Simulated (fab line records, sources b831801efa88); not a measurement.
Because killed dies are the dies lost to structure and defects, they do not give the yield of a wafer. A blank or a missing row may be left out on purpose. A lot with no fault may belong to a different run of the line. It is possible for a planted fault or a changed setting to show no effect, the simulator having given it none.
fab line records	flow sky130
record: lots: 6	wafers: 18	last_day: 49
route steps=708 shown LI_CONTACT@381 LOCAL_INTERCONNECT@387 PAD_OPEN@708
lots that met no fault: taken from a fault-free run of the same line
start_h: hours from the record's first day to the start of the lot's first wafer shown	wait_h: how many hours have passed since the lot's step before this one	" identical to the entry in the row above	L1.1+2: a row that stands for several wafers	- no value present, or no start provided	* or withheld: withheld	< > ~ a bound
route shown NAME@n: NAME is a module with steps in the file, n the number in the route of the first one	usual: mean/standard deviation of fault-free wafers	same: alike in all rows	chamber/n: place in a boat	sites: per-site readings	_std_site: standard deviation across them	_edge_site: inner sites' mean taken away from outer sites' mean	radius_mm: for every site, how far away it sits from the centre of the wafer	mask NAME#n: copy n	behind: the last tool/chamber to shape the wafer	hold: reason for holding the lot/hours on hold/outcome of the hold	device: whichever transistor did not switch (one of n, p or np)	end of line: tests of these same wafers at the route's end	a step with no rows: only its recipe	killed: dies that structure and defects cost at the first sort, which is not the same as the wafer's yield	map: per-die view of a wafer (x killed, . not killed, _ where there is no die)
set.NAME: the setting the step ran with; set.NAME@STEP: the setting that earlier step ran with	model.NAME: the simulator's own value behind a step, which no gauge read
a table for each step, a row for each wafer; lots at some steps of the route
services: a tool's chamber out of use, with start hour (start_h, from the record's first day; less than 0 if before it), hours out, and reason
== steps ==
step: SKY_LI_CONTACT_SPUTTER_19
recipe: material: Ti	target_thk_nm: 20	chamber_pressure_pa: 5	power_w: 2500	substrate_temp_c: 200	time_s: 106.37
step: SKY_LI_CONTACT_SPUTTER_20
recipe: material: TiN	target_thk_nm: 20	chamber_pressure_pa: 5	power_w: 4000	time_s: 80
usual: cathode_dc_power_W: 4000.0/0.7	throttle_valve_pct: 30.3/0.79
lot.wafer	tool	chamber	start_h	wait_h	cathode_dc_power_W	throttle_valve_pct
L769.1	pvd_sputter-02	-	695.24	0.0	4000.2	30.7
L769.2	"	-	"	"	3999.6	32.0
L769.3	"	-	"	"	4000.3	28.4
L773.2	pvd_sputter-03	-	732.34	0.0	3999.7	30.7
L773.5	"	-	"	"	4000.3	30.3
L773.6	"	-	"	"	4001.4	30.2
L782.3	pvd_sputter-02	-	792.11	0.0	3999.7	30.9
L782.5	"	-	"	"	4000.7	30.9
L782.6	"	-	"	"	4000.5	29.3
L781.3	pvd_sputter-03	-	797.79	0.0	4000.4	30.3
L781.5	"	-	"	"	4000.6	30.4
L781.6	"	-	"	"	4001.2	30.6
L783.1	pvd_sputter-03	-	801.32	0.0	4001.5	30.3
L783.2	"	-	"	"	4000.4	30.5
L783.4	"	-	"	"	4000.0	30.7
L785.3	pvd_sputter-01	-	836.07	0.0	4000.8	31.1
L785.4	"	-	"	"	4000.3	30.5
L785.6	"	-	"	"	3998.9	30.4
step: SKY_LI_CONTACT_CVD_21
recipe: material: W	target_thk_nm: 400	time_s: 120.56	temp_c: 400	pressure_torr: 41.62
usual: chamber_pressure_Torr: 41.62/0.099	heater_power_w: 962/63
lot.wafer	tool	chamber	start_h	wait_h	chamber_pressure_Torr	heater_power_w
L769.1	cvd_w-01	0	695.30	0.0	41.79	939
L769.2	"	1	"	"	41.48	869
L769.3	"	1	"	"	41.67	840
L773.2	cvd_w-02	1	732.41	0.0	41.68	1025
L773.5	"	0	"	"	41.77	1001
L773.6	"	1	"	"	41.52	1022
L782.3	cvd_w-01	1	792.21	0.1	41.63	861
L782.5	"	0	"	"	41.72	954
L782.6	"	1	"	"	41.63	880
L781.3	cvd_w-02	0	797.90	0.1	41.57	1008
L781.5	"	1	"	"	41.75	1027
L781.6	"	0	"	"	41.55	1009
L783.1	cvd_w-01	0	801.38	0.0	41.77	977
L783.2	"	1	"	"	41.53	869
L783.4	"	0	"	"	41.45	967
L785.3	cvd_w-02	0	836.17	0.1	41.62	1024
L785.4	"	1	"	"	41.64	1040
L785.6	"	1	"	"	41.74	1054
step: SKY_LI_CONTACT_RS_MEAS_22
recipe: thk_meas_gauge: four-point-probe	reads: W_of_LI_CONTACT_CVD_21+TiN_of_LI_CONTACT_SPUTTER_20+Ti_of_LI_CONTACT_SPUTTER_19
usual: LI_CONTACT_W_RS: 0.281/0.003
lot.wafer	tool	chamber	start_h	wait_h	LI_CONTACT_W_RS[ohm/sq]
L769.1	film_metro-04	-	695.43	0.1	0.284
L769.2	"	-	"	"	0.285
L769.3	"	-	"	"	0.282
L773.2	film_metro-04	-	732.55	0.1	0.282
L773.5	"	-	"	"	0.275
L773.6	"	-	"	"	0.283
L782.3	film_metro-01	-	792.34	0.1	0.284
L782.5	"	-	"	"	0.282
L782.6	"	-	"	"	0.281
L781.3	film_metro-01	-	798.02	0.1	0.281
L781.5	"	-	"	"	0.287
L781.6	"	-	"	"	0.280
L783.1	film_metro-01	-	801.51	0.1	0.279
L783.2	"	-	"	"	0.278
L783.4	"	-	"	"	0.279
L785.3	film_metro-01	-	836.30	0.1	0.281
L785.4	"	-	"	"	0.283
L785.6	"	-	"	"	0.285
step: SKY_LI_CONTACT_THK_MEAS_23
recipe: thk_meas_gauge: xrf	reads: W_of_LI_CONTACT_CVD_21
usual: LI_CONTACT_W_THK: 408/6.6
lot.wafer	tool	chamber	start_h	wait_h	LI_CONTACT_W_THK[nm]
L769.1	film_metro-04	-	695.55	0.1	410
L769.2	"	-	"	"	414
L769.3	"	-	"	"	413
L773.2	film_metro-04	-	732.66	0.1	417
L773.5	"	-	"	"	428
L773.6	"	-	"	"	414
L782.3	film_metro-01	-	792.44	0.1	402
L782.5	"	-	"	"	402
L782.6	"	-	"	"	410
L781.3	film_metro-01	-	798.12	0.1	404
L781.5	"	-	"	"	399
L781.6	"	-	"	"	403
L783.1	film_metro-01	-	801.63	0.1	407
L783.2	"	-	"	"	407
L783.4	"	-	"	"	411
L785.3	film_metro-01	-	836.40	0.1	410
L785.4	"	-	"	"	406
L785.6	"	-	"	"	406
step: SKY_LI_CONTACT_CMP_24
recipe: stop_on: PSG	t_overpolish_s: 20	down_force_psi: 3.5	platen_rpm: 60	target_thk_nm: 0	pad_velocity_m_s: 0.94248
usual: motor_current_A: 11.1/1.5	overpolish_run_s: 20.001/0.0095	time_to_endpoint_s: 97/4.2
lot.wafer	tool	chamber	start_h	wait_h	motor_current_A	overpolish_run_s	time_to_endpoint_s
L769.1	cmp-01	3	695.61	0.1	10.9	19.999	95
L769.2	"	0	"	"	10.4	20.002	94
L769.3	"	2	"	"	9.7	20.009	92
L773.2	cmp-02	1	732.86	0.2	11.3	20.013	103
L773.6	"	2	"	"	10.1	20.006	99
L773.5	"	3	"	"	9.5	19.999	93
L782.3	cmp-02	1	792.48	0.0	11.1	19.998	100
L782.6	"	1	"	"	10.9	19.980	99
L782.5	"	2	"	"	9.5	19.990	98
L781.3	cmp-01	3	798.26	0.1	10.3	19.981	98
L781.6	"	1	"	"	13.4	20.012	106
L781.5	"	2	"	"	9.8	20.001	93
L783.4	cmp-02	2	801.69	0.0	10.5	20.000	101
L783.1	"	3	"	"	9.7	20.005	92
L783.2	"	1	"	"	11.5	19.996	104
L785.4	cmp-01	3	836.49	0.1	10.7	19.997	94
L785.3	"	0	"	"	10.3	20.015	98
L785.6	"	2	"	"	10.2	19.999	90
step: SKY_LOCAL_INTERCONNECT_SPUTTER_00
recipe: material: TiN	target_thk_nm: 100	temp_c: 300	power_w: 6500	time_s: 83.3	chamber_pressure_pa: 0.4
usual: cathode_dc_power_W: 6500.0/1.1	substrate_temp_c: 300.02/0.21	throttle_valve_pct: 30.1/1
lot.wafer	tool	chamber	start_h	wait_h	cathode_dc_power_W	substrate_temp_c	throttle_valve_pct
L769.1	pvd_sputter-02	-	695.91	0.2	6500.4	300.12	29.3
L769.2	"	-	"	"	6501.8	299.68	28.6
L769.3	"	-	"	"	6499.3	300.45	32.2
L773.2	pvd_sputter-04	-	733.01	0.1	6499.0	300.46	30.1
L773.5	"	-	"	"	6498.9	300.29	30.0
L773.6	"	-	"	"	6501.8	300.05	31.3
L782.3	pvd_sputter-04	-	792.78	0.2	6498.9	299.88	28.8
L782.5	"	-	"	"	6498.5	299.86	28.6
L782.6	"	-	"	"	6500.1	299.98	30.2
L781.3	pvd_sputter-02	-	798.46	0.1	6503.3	300.18	30.9
L781.5	"	-	"	"	6499.6	299.86	29.2
L781.6	"	-	"	"	6499.8	300.05	30.8
L783.1	pvd_sputter-04	-	801.99	0.2	6499.2	299.93	29.9
L783.2	"	-	"	"	6497.9	300.26	28.7
L783.4	"	-	"	"	6500.1	300.07	30.2
L785.3	pvd_sputter-01	-	836.74	0.1	6498.5	299.75	31.4
L785.4	"	-	"	"	6498.4	300.12	29.4
L785.6	"	-	"	"	6500.7	299.66	30.4
step: SKY_LOCAL_INTERCONNECT_RS_MEAS_01
recipe: thk_meas_gauge: four-point-probe	reads: TiN_of_LOCAL_INTERCONNECT_SPUTTER_00
usual: LOCAL_INTERCONNECT_TIN_RS: 14.18/0.16
lot.wafer	tool	chamber	start_h	wait_h	LOCAL_INTERCONNECT_TIN_RS[ohm/sq]
L769.1	film_metro-01	-	695.97	0.0	14.32
L769.2	"	-	"	"	14.21
L769.3	"	-	"	"	14.08
L773.2	film_metro-01	-	733.09	0.1	14.14
L773.5	"	-	"	"	14.28
L773.6	"	-	"	"	14.48
L782.3	film_metro-01	-	792.88	0.1	14.38
L782.5	"	-	"	"	14.35
L782.6	"	-	"	"	14.12
L781.3	film_metro-03	-	798.56	0.1	14.07
L781.5	"	-	"	"	14.23
L781.6	"	-	"	"	14.05
L783.1	film_metro-03	-	802.05	0.0	14.14
L783.2	"	-	"	"	14.16
L783.4	"	-	"	"	14.05
L785.3	film_metro-03	-	836.84	0.1	14.28
L785.4	"	-	"	"	14.26
L785.6	"	-	"	"	14.18
step: SKY_LOCAL_INTERCONNECT_THK_MEAS_02
recipe: thk_meas_gauge: xrf	reads: TiN_of_LOCAL_INTERCONNECT_SPUTTER_00
usual: LOCAL_INTERCONNECT_TIN_THK: 97.8/1.2
lot.wafer	tool	chamber	start_h	wait_h	LOCAL_INTERCONNECT_TIN_THK[nm]
L769.1	film_metro-01	-	696.09	0.1	96.5
L769.2	"	-	"	"	96.9
L769.3	"	-	"	"	97.4
L773.2	film_metro-01	-	733.20	0.1	97.5
L773.5	"	-	"	"	96.5
L773.6	"	-	"	"	95.2
L782.3	film_metro-01	-	792.98	0.1	95.8
L782.5	"	-	"	"	95.6
L782.6	"	-	"	"	97.2
L781.3	film_metro-03	-	798.66	0.1	98.4
L781.5	"	-	"	"	97.6
L781.6	"	-	"	"	98.6
L783.1	film_metro-03	-	802.17	0.1	97.9
L783.2	"	-	"	"	97.6
L783.4	"	-	"	"	98.7
L785.3	film_metro-03	-	836.94	0.1	96.7
L785.4	"	-	"	"	97.6
L785.6	"	-	"	"	97.8
step: SKY_LOCAL_INTERCONNECT_DEHYDRATE_03
recipe: temp_c: 200	time_s: 60
step: SKY_LOCAL_INTERCONNECT_HMDS_04
recipe: prime_time_s: 60	prime_temp_c: 120
step: SKY_LOCAL_INTERCONNECT_COAT_05
recipe: resist: BARC	temp_c: withheld	time_s: withheld	spin_rpm: 3000	resist_thk_nm: 60
step: SKY_LOCAL_INTERCONNECT_COAT_06
recipe: resist: KrF-thick	spin_rpm: 3000	resist_thk_nm: 450
lot.wafer	tool	chamber	start_h	wait_h	model.KrF-thick_of_LOCAL_INTERCONNECT_COAT_06.thk_nm
L769.1	litho_track-03	0	710	-	450.3
L769.2	"	0	"	"	451.7
L769.3	"	0	"	"	450.5
L773.2	litho_track-01	0	746	-	447.5
L773.5	"	0	"	"	447.8
L773.6	"	0	"	"	449.8
L782.3	litho_track-03	0	805	-	453.4
L782.5	"	0	"	"	452.8
L782.6	"	0	"	"	452.2
L781.3	litho_track-03	0	810	-	451.6
L781.5	"	0	811	-	452.9
L781.6	"	0	"	"	453.1
L783.1	litho_track-03	0	815	-	466.6
L783.2	"	0	"	"	467.4
L783.4	"	0	"	"	467.1
L785.3	litho_track-03	0	843	-	465.7
L785.4	"	0	"	"	465.6
L785.6	"	0	"	"	466
step: SKY_LOCAL_INTERCONNECT_SOFTBAKE_07
recipe: temp_c: 100	time_s: 90	resist: KrF-thick
step: SKY_LOCAL_INTERCONNECT_EXPOSE_08
recipe: mask_id: LI1M	na: 0.8	source_shape: annular	sigma_inner: 0.55	sigma_outer: 0.85	target_cd_nm: 170	dose_mj: 28
step: SKY_LOCAL_INTERCONNECT_PEB_09
recipe: peb_temp_c: withheld	peb_time_s: withheld	resist: KrF-thick
step: SKY_LOCAL_INTERCONNECT_DEVELOP_10
recipe: develop_time_s: 60	resist: KrF-thick	dev_temp_c: 21
step: SKY_LOCAL_INTERCONNECT_CD_MEAS_11
recipe: target_cd_nm: 170
usual: cd_nm: 170.1/1.5
lot.wafer	tool	chamber	start_h	wait_h	cd_nm
L769.1	cd_sem-02	-	723.74	-	168.9
L769.2	"	-	"	"	170.2
L769.3	"	-	"	"	169.7
L773.2	cd_sem-01	-	760.46	-	170.8
L773.5	"	-	"	"	172.1
L773.6	"	-	"	"	172.4
L782.3	cd_sem-01	-	835.94	-	167.7
L782.5	"	-	"	"	167.9
L782.6	"	-	"	"	168.1
L781.3	cd_sem-01	-	836.90	-	173.3
L781.5	"	-	"	"	171.7
L781.6	"	-	"	"	172.1
L783.1	cd_sem-01	-	838.30	-	172.4
L783.2	"	-	"	"	171.6
L783.4	"	-	"	"	172.5
L785.3	cd_sem-01	-	856.58	-	172.0
L785.4	"	-	"	"	172.2
L785.6	"	-	"	"	172.2
step: SKY_LOCAL_INTERCONNECT_OVL_MEAS_12
usual: LOCAL_INTERCONNECT_OVL: -2/5.7
lot.wafer	tool	chamber	start_h	wait_h	LOCAL_INTERCONNECT_OVL[nm]
L769.1	overlay-02	-	723.86	0.1	-6
L769.2	"	-	"	"	-10
L769.3	"	-	"	"	-3
L773.2	overlay-02	-	760.56	0.1	-12
L773.5	"	-	"	"	0
L773.6	"	-	"	"	-3
L782.3	overlay-02	-	836.03	0.1	1
L782.5	"	-	"	"	5
L782.6	"	-	"	"	0
L781.3	overlay-02	-	836.99	0.1	-6
L781.5	"	-	"	"	-7
L781.6	"	-	"	"	-5
L783.1	overlay-02	-	838.42	0.1	-2
L783.2	"	-	"	"	4
L783.4	"	-	"	"	-7
L785.3	overlay-02	-	856.67	0.1	-1
L785.4	"	-	"	"	6
L785.6	"	-	"	"	-3
step: SKY_LOCAL_INTERCONNECT_ETCH_13
recipe: chemistry: N2/H2	target: BARC	ion_energy_ev: 200	bias_w: 100	pressure_mtorr: 30	n2_flow_sccm: 100	h2_flow_sccm: 200	icp_w: 500	stop_on: SiO2	time_s: 45.9	target_depth_a: 600
usual: drypump_motor_current_A: 5.8/0.48	oes_product_au: 0.855/0.0047	throttle_valve_pct: 13.225/0.0082
lot.wafer	tool	chamber	start_h	wait_h	drypump_motor_current_A	oes_product_au	rf_hours_counter_h	throttle_valve_pct
L769.1	rie_metal-03	1	723.89	0.0	5.8	0.856	0	13.207
L769.2	"	0	"	"	6.5	0.855	1	13.221
L769.3	"	0	"	"	6.4	0.856	-	13.225
L773.2	rie_metal-01	1	760.59	0.0	5.4	0.855	13	13.232
L773.5	"	1	"	"	5.3	0.859	-	13.205
L773.6	"	0	"	"	6.0	0.852	-	13.216
L782.3	rie_metal-03	0	836.07	0.0	6.5	0.851	-	13.223
L782.5	"	0	"	"	6.5	0.853	-	13.229
L782.6	"	1	"	"	5.8	0.855	-	13.226
L781.3	rie_metal-04	1	837.03	0.0	5.0	0.843	-	13.221
L781.5	"	1	"	"	4.9	0.857	-	13.227
L781.6	"	0	"	"	5.9	0.856	-	13.229
L783.1	rie_metal-03	0	838.45	0.0	6.5	0.854	5	13.235
L783.2	"	1	"	"	5.8	0.869	4	13.225
L783.4	"	1	"	"	5.8	0.853	-	13.224
L785.3	rie_metal-01	1	856.74	0.1	5.4	0.862	-	13.234
L785.4	"	1	"	"	5.4	0.855	-	13.223
L785.6	"	1	"	"	5.4	0.846	-	13.226
step: SKY_LOCAL_INTERCONNECT_METAL_ETCH_14
recipe: target_depth_nm: 110	stop_on: PSG	chemistry: Cl2/BCl3	target: TiN	resist_sidewall_deg: 88	pressure_mtorr: 10	icp_w: 900	bias_w: 48.5	Cl2_flow_sccm: 60	bcl3_flow_sccm: 30	time_s: 31.4
usual: drypump_motor_current_A: 5.8/0.48	oes_product_au: 0.940/0.0081	throttle_valve_pct: 21.901/0.0098
lot.wafer	tool	chamber	start_h	wait_h	drypump_motor_current_A	oes_product_au	rf_hours_counter_h	throttle_valve_pct	model.KrF-thick_of_LOCAL_INTERCONNECT_COAT_06.thk_nm
L769.1	rie_metal-03	1	723.96	0.0	5.8	0.937	0	21.898	346.5
L769.2	"	0	"	"	6.5	0.946	1	21.908	348.6
L769.3	"	0	"	"	6.5	0.944	-	21.895	347
L773.2	rie_metal-01	1	760.66	0.0	5.4	0.941	13	21.899	344
L773.5	"	1	"	"	5.4	0.936	-	21.916	344
L773.6	"	0	"	"	6.0	0.934	-	21.915	345.9
L782.3	rie_metal-03	0	836.13	0.0	6.4	0.929	-	21.902	350.9
L782.5	"	0	"	"	6.5	0.926	-	21.917	350.2
L782.6	"	1	"	"	5.7	0.943	-	21.886	347.9
L781.3	rie_metal-04	1	837.09	0.0	4.9	0.949	-	21.874	344.9
L781.5	"	1	"	"	4.9	0.937	-	21.891	345.8
L781.6	"	0	"	"	5.8	0.958	-	21.884	350.9
L783.1	rie_metal-03	0	838.52	0.0	6.5	0.938	5	21.904	364.5
L783.2	"	1	"	"	5.7	0.942	4	21.900	363.2
L783.4	"	1	"	"	5.7	0.944	-	21.901	362.7
L785.3	rie_metal-01	1	856.86	0.1	5.4	0.938	-	21.903	361.6
L785.4	"	1	"	"	5.4	0.937	-	21.915	361.3
L785.6	"	1	"	"	5.4	0.936	-	21.885	362
step: SKY_LOCAL_INTERCONNECT_STRIP_15
recipe: chemistry: O2/N2	power_w: 1400	pressure_mtorr: 1500	platen_temp_c: withheld	o2_flow_sccm: 3000	n2_flow_sccm: 300	overash_fraction: 0.5
usual: drypump_motor_current_A: 5.7/0.67	o2_flow_sccm: 3000/9.1	oes_product_au: 0.426/0.0048	strip_time_to_endpoint_s: 4.706/0.023
lot.wafer	tool	chamber	start_h	wait_h	drypump_motor_current_A	o2_flow_sccm	oes_product_au	rf_hours_counter_h	strip_time_to_endpoint_s
L769.1	plasma_asher-01	1	724.01	0.0	4.8	3014	0.429	88	4.694
L769.2	"	0	"	"	5.2	2999	0.432	88	4.733
L769.3	"	0	"	"	5.3	3020	0.432	-	4.711
L773.2	plasma_asher-04	1	760.71	0.0	5.8	3001	0.423	63	4.694
L773.5	"	1	"	"	5.8	3007	0.435	-	4.685
L773.6	"	0	"	"	6.6	3004	0.429	-	4.683
L782.3	plasma_asher-04	0	836.20	0.1	6.6	3012	0.437	-	4.753
L782.5	"	1	"	"	5.8	3005	0.431	-	4.753
L782.6	"	0	"	"	6.6	2997	0.419	-	4.718
L781.3	plasma_asher-04	1	837.16	0.1	5.8	3009	0.427	-	4.682
L781.5	"	0	"	"	6.6	3009	0.429	-	4.689
L781.6	"	1	"	"	5.9	2997	0.421	-	4.754
L783.1	plasma_asher-02	0	838.57	0.0	5.0	2985	0.434	37	4.901
L783.2	"	1	"	"	6.1	2988	0.427	37	4.890
L783.4	"	1	"	"	6.1	2988	0.433	-	4.877
L785.3	plasma_asher-04	1	856.96	0.1	5.9	2990	0.428	-	4.870
L785.4	"	0	"	"	6.7	3005	0.427	-	4.837
L785.6	"	1	"	"	5.8	2981	0.431	-	4.842
step: SKY_LOCAL_INTERCONNECT_STRIP_16
recipe: chemistry: post_etch_residue_remover	time_s: 1200	temp_c: 72.5
step: SKY_PAD_OPEN_PROBE_99
usual: killed_at_M0_to_M3: 42/5.8	killed_at_M4_up: 3.0/2	killed_at_contacts: 24/5.5	killed_at_front_end: 15/3.9	killed_at_other: 0.3/0.54	killed_dies: 85/8.8	killed_open: 47/6.8	killed_short: 38/5.9
same: gross_dies: 492	killed_at_back_side: 0
lot.wafer	tool	chamber	start_h	wait_h	killed_at_M0_to_M3	killed_at_M4_up	killed_at_contacts	killed_at_front_end	killed_at_other	killed_dies	killed_open	killed_short
L769.1	prober-01	-	1095.64	0.1	30	3	41	20	1	95	48	46
L769.2	prober-01	-	1095.69	0.1	42	1	24	25	0	92	56	35
L769.3	prober-01	-	1095.74	0.2	45	3	26	20	1	95	58	34
L773.2	prober-01	-	1122.99	0.1	34	8	25	9	0	76	33	43
L773.5	prober-01	-	1123.14	0.2	29	2	31	19	0	81	47	34
L773.6	prober-01	-	1123.19	0.2	43	7	23	14	0	87	42	45
L781.3	prober-01	-	1168.94	0.2	53	4	23	14	0	94	49	45
L781.5	prober-01	-	1169.04	0.2	37	3	33	22	0	95	55	40
L781.6	prober-01	-	1169.09	0.2	44	5	34	20	1	104	61	43
L783.1	prober-01	-	1175.11	0.1	39	3	21	13	0	76	42	34
L783.2	prober-01	-	1175.16	0.1	43	1	26	16	0	86	44	42
L783.4	prober-01	-	1175.26	0.2	42	3	23	13	0	81	42	39
L785.3	prober-02	-	1183.67	0.2	41	4	24	12	0	81	47	34
L785.4	prober-02	-	1183.72	0.2	42	3	22	17	0	84	39	45
L785.6	prober-02	-	1183.82	0.2	42	2	16	23	1	84	46	36
killed by level:class
L769.1 CONTACT:geometric_particle:open=12 LI_CONTACT:geometric_particle:open=11 FIELD_ISO:geometric_particle:short=8 VIA3:geometric_particle:open=6 CONTACT:geometric_particle:short=6 LOCAL_INTERCONNECT:geometric_particle:short=5 LI_CONTACT:geometric_particle:short=4 VIA1:geometric_particle:open=4
L769.2 LI_CONTACT:geometric_particle:open=12 METAL1:geometric_particle:short=9 CONTACT:geometric_particle:open=9 VIA2:geometric_particle:open=9 VIA3:geometric_particle:open=6 VIA1:geometric_particle:open=6 FIELD_ISO:geometric_particle:open=5 VIA3:geometric_particle:short=5
L769.3 CONTACT:geometric_particle:open=13 METAL2:geometric_particle:short=11 LI_CONTACT:geometric_particle:open=10 VIA2:geometric_particle:open=8 VIA1:geometric_particle:open=7 METAL1:geometric_particle:short=5 VIA3:geometric_particle:open=5 FIELD_ISO:geometric_particle:open=4
L773.2 CONTACT:geometric_particle:open=7 CONTACT:geometric_particle:short=7 METAL1:geometric_particle:short=6 METAL4:geometric_particle:short=6 FIELD_ISO:geometric_particle:open=5 LI_CONTACT:geometric_particle:open=4 LOCAL_INTERCONNECT:geometric_particle:short=4 METAL2:geometric_particle:short=4
L773.5 LI_CONTACT:geometric_particle:open=12 CONTACT:geometric_particle:open=10 VIA3:geometric_particle:open=9 FIELD_ISO:geometric_particle:open=7 METAL2:geometric_particle:short=7 POLY_GATE:geometric_particle:open=4 CONTACT:geometric_particle:short=4 FIELD_ISO:geometric_particle:short=3
L773.6 VIA1:geometric_particle:open=9 VIA2:geometric_particle:open=8 CONTACT:geometric_particle:open=6 LI_CONTACT:geometric_particle:open=6 METAL1:geometric_particle:short=6 METAL2:geometric_particle:short=6 VIA2:geometric_particle:short=5 METAL4:geometric_particle:short=5
L781.3 VIA1:geometric_particle:open=11 VIA3:geometric_particle:open=9 CONTACT:geometric_particle:open=8 LI_CONTACT:geometric_particle:open=7 VIA2:geometric_particle:short=6 POLY_GATE:geometric_particle:short=5 POLY_GATE:geometric_particle:open=5 CONTACT:geometric_particle:short=5
L781.5 CONTACT:geometric_particle:open=15 LI_CONTACT:geometric_particle:open=9 POLY_GATE:geometric_particle:open=8 POLY_GATE:geometric_particle:short=7 VIA1:geometric_particle:open=7 VIA3:geometric_particle:open=6 VIA2:geometric_particle:short=5 CONTACT:geometric_particle:short=4
L781.6 VIA1:geometric_particle:open=13 CONTACT:geometric_particle:open=11 CONTACT:geometric_particle:short=7 VIA3:geometric_particle:open=7 LI_CONTACT:geometric_particle:open=6 LOCAL_INTERCONNECT:geometric_particle:short=6 VIA1:geometric_particle:short=6 VIA2:geometric_particle:open=6
L783.1 VIA1:geometric_particle:open=8 LI_CONTACT:geometric_particle:open=7 CONTACT:geometric_particle:open=7 METAL2:geometric_particle:short=6 METAL1:geometric_particle:short=6 VIA2:geometric_particle:open=5 VIA3:geometric_particle:open=4 FIELD_ISO:geometric_particle:short=3
L783.2 VIA1:geometric_particle:open=12 CONTACT:geometric_particle:short=8 METAL2:geometric_particle:short=8 VIA1:geometric_particle:short=6 POLY_GATE:geometric_particle:open=5 CONTACT:geometric_particle:open=5 VIA2:geometric_particle:open=5 FIELD_ISO:geometric_particle:short=4
L783.4 CONTACT:geometric_particle:open=10 VIA1:geometric_particle:open=8 METAL1:geometric_particle:short=7 METAL2:geometric_particle:short=7 POLY_GATE:geometric_particle:short=5 VIA2:geometric_particle:open=5 LI_CONTACT:geometric_particle:open=4 METAL3:geometric_particle:short=4
L785.3 LI_CONTACT:geometric_particle:open=8 VIA2:geometric_particle:open=8 CONTACT:geometric_particle:open=7 METAL2:geometric_particle:short=7 VIA1:geometric_particle:open=6 CONTACT:geometric_particle:short=4 VIA3:geometric_particle:open=4 METAL4:geometric_particle:short=4
L785.4 VIA1:geometric_particle:open=12 VIA1:geometric_particle:short=9 CONTACT:geometric_particle:open=8 LOCAL_INTERCONNECT:geometric_particle:short=6 METAL1:geometric_particle:short=6 FIELD_ISO:geometric_particle:open=5 VIA2:geometric_particle:open=5 POLY_GATE:geometric_particle:short=4
L785.6 VIA3:geometric_particle:open=12 METAL1:geometric_particle:short=6 VIA1:geometric_particle:open=6 SPACER:geometric_particle:short=5 LI_CONTACT:geometric_particle:open=5 VIA2:geometric_particle:open=5 FIELD_ISO:geometric_particle:open=4 CONTACT:geometric_particle:short=4
== services ==
tool	chamber	start_h	hours	kind
pvd_sputter-04	-	674.47	2.2	repair
cvd_w-01	1	687.27	2.5	repair
pvd_sputter-01	-	694.26	3.1	repair
pvd_sputter-01	-	709.68	48.0	repair
plasma_asher-02	-	711.60	2.8	pm
plasma_asher-04	-	718.68	1.3	repair
plasma_asher-02	-	738.30	37.4	repair
cmp-02	-	744.00	4.0	pm
pvd_sputter-03	-	749.38	1.0	repair
plasma_asher-04	-	754.40	3.5	repair
pvd_sputter-04	-	766.16	1.9	repair
cmp-01	-	769.40	4.3	repair
plasma_asher-04	-	772.64	0.4	repair
cvd_w-01	0	774.22	6.4	repair
rie_metal-04	1	780.08	1.9	repair
cmp-01	-	783.64	4.2	pm
plasma_asher-04	-	812.93	2.6	repair
cmp-01	-	826.16	0.8	repair
pvd_sputter-04	-	826.58	7.5	repair
rie_metal-01	-	839.89	2.8	pm
rie_metal-04	-	844.55	2.8	pm
pvd_sputter-02	-	845.09	110.0	repair
rie_metal-01	0	845.45	16.1	repair
cmp-02	-	850.10	7.9	pm
== key ==
first_sign: step: SKY_LOCAL_INTERCONNECT_STRIP_15	reading: strip_time_to_endpoint_s	direction: up	sigmas: 7	usual: *	struck: *
effect none on later readings
model_effect: step: SKY_LOCAL_INTERCONNECT_COAT_06	value: KrF-thick_of_LOCAL_INTERCONNECT_COAT_06.thk_nm	without: 450.1	struck: 466.4
model_effect: step: SKY_LOCAL_INTERCONNECT_METAL_ETCH_14	value: KrF-thick_of_LOCAL_INTERCONNECT_COAT_06.thk_nm	without: 346.3	struck: 362.5
met_at SKY_LOCAL_INTERCONNECT_COAT_06
struck_wafers L783.1,L783.2,L783.4,L785.3,L785.4,L785.6
tester_left_out L783,L785
onset_between 810 815
also_fits time
fault: kind: process_parameter_drift	tool: litho_track-03	chamber: -	onset_h: 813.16	steps: SKY_LOCAL_INTERCONNECT_COAT_06	channel: resist_thk_nm	offset: 16.241	shape: step	end_h: 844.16	acts_in: these_recipes_only	stated: 450
tester_left_out: of these lots the tester's yield and bins aren't shown, on N5 and GAA mostly nor the transistor test; their killed dies are dies lost to structure and defects alone, not to doping, threshold or leakage, so they don't give the yield
